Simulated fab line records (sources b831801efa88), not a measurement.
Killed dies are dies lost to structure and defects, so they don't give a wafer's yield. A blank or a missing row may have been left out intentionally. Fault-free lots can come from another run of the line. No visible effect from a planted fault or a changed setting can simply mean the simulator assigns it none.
Struck lot and sound lot, side by side -- flow sky130 -- 14 steps out of a route of 708
Sound: these wafers, L141.1, L141.5, L141.6. Wafers struck: L137.2, L137.4, L137.6. At the end, the cause is stated.
Per side, at each step with rows, come the tool, then ch with its chambers, and then its first start. Under that, the readings that differ: sound wafers -- struck wafers -- difference of the means -- sigmas: that difference in standard deviations of wafers without a fault.
alike: words and numbers the same on both sides, and readings whose means are apart by under 2 such deviations; not compared: readings that were withheld, readings missing a value for some wafer, numbers with overlapping values and no deviation given by the record, and bounds like >300 which may hide the same value.
Wherever a step has rows on one side only, a row that says differs or no value, or a row with sigmas, the two part there. Non-overlapping numbers with no deviation appear without sigmas and do not part them. A reading missing from all wafers of one side parts the sides only when that side holds two or more wafers.

SKY_METAL3_SPUTTER_04: material TiN, target thk 70 nm, time 58.3 s.
  sound on pvd_sputter-02 at day 41 08:50; struck on pvd_sputter-02 at day 40 01:12
  alike: throttle_valve_pct
SKY_CAPM_CVD_00: deposits SiO2, target thk 15.5 nm.
  sound on pecvd-01 ch 0,1,2, day 41 08:53; struck on pecvd-03 ch 1,2, day 40 01:15
  alike: heater_power_w
SKY_CAPM_THK_MEAS_01:
  sound on film_metro-01 at day 41 08:54; struck on film_metro-01 at day 40 01:17
  alike: CAPM_CVD_00_THK
SKY_CAPM_SPUTTER_02: material TiN, target thk 200 nm, time 166.7 s.
  sound on pvd_sputter-01 at day 41 08:58; struck on pvd_sputter-01 at day 40 01:20
  alike: throttle_valve_pct
SKY_CAPM_RS_MEAS_03: measurement is done with a four-point probe.
  sound on film_metro-02 at day 41 09:04; struck on film_metro-03 at day 40 01:28
  alike: CAPM_TIN_RS
SKY_CAPM_THK_MEAS_04: measures by xrf.
  sound on film_metro-02 at day 41 09:11; struck on film_metro-03 at day 40 01:35
  alike: CAPM_TIN_THK
then, 6 steps without rows for these wafers: SKY_CAPM_DEHYDRATE_05 (time 60 s); SKY_CAPM_HMDS_06 (prime time 60 s); SKY_CAPM_COAT_07 (resist thk 1140 nm); SKY_CAPM_SOFTBAKE_08 (time 60 s); SKY_CAPM_EXPOSE_09 (exposes mask CAPM, target cd 1000 nm); SKY_CAPM_PEB_10.
SKY_CAPM_DEVELOP_11: develop time 60 s.
  sound on litho_track-02 ch 0, day 42 08:02; struck on litho_track-03, day 41 01:32
  no value came back on the struck wafers for chill_plate_temp_C (C), develop_time_s (s); on the sound wafers chill_plate_temp_C (C) reads 23.12 22.96 23.08
SKY_CAPM_OVL_MEAS_12:
  sound on overlay-02 at day 42 08:11; struck on overlay-02 at day 41 01:40
reading,sound,struck,difference,sigmas
CAPM_OVL (nm),0.3 1.5 0.2,- - -,no value on the struck wafers,

WHERE THEY PART
First at SKY_CAPM_DEVELOP_11; last, within this record, at SKY_CAPM_OVL_MEAS_12.

WHY: what the simulator had put in
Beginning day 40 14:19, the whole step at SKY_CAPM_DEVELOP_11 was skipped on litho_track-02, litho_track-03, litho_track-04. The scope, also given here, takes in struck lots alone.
